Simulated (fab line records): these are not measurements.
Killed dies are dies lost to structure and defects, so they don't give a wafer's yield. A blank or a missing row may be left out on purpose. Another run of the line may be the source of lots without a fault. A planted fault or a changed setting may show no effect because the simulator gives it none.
Matching of chambers | flow sky130 | SKY_FIELD_ISO_CMP_27 on cmp-01 has 4 sister chambers
The step polishes, stops on Si3N4, t overpolish 15.25 s, target thk 457.8 nm. 4 wafers are shown with their chamber, then 9 later ones without.

WAFERS PAIRED WITH THEIR CHAMBERS
wafer  | chamber | motorCurrentA (A)
L402.2 | 2       | 13.8
L406.5 | 0       | 11.9
L409.1 | 1       | 11.7
L409.5 | 3       | 11.2

WAFERS WITHOUT THEIR CHAMBER
wafer  | motorCurrentA (A)
L411.1 | 11.6
L411.2 | 11.6
L411.5 | 11.9
L413.1 | 11.6
L413.3 | 13.9
L413.4 | 12.0
L418.2 | 11.7
L418.4 | 13.7
L418.6 | 13.7

CHAMBER TAKEN BY EACH
wafer  | from the rows above | in truth
L411.1 | 1                   | 1
L411.2 | 1                   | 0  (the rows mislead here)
L411.5 | 0                   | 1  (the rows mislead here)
L413.1 | 1                   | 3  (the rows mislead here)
L413.3 | 2                   | 2
L413.4 | 0                   | 0
L418.2 | 1                   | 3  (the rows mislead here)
L418.4 | 2                   | 2
L418.6 | 2                   | 2
5 of 9 placed correctly. From these rows, 0 cannot be placed. 4 placed wrongly.
How it was worked out, from the rows above alone: a wafer's distance from a chamber is the root of the sum, over the readings, of the square of ((its reading less the chamber's mean) divided by the reading's scatter). The wafer belongs to the nearest chamber; if the next one is less than 2 further off, it can't be placed. For every chamber, the mean is computed from those of its wafers that are shown. The scatter: root of mean squared gap, hidden wafer to nearest shown wafer, with one shown wafer a chamber.
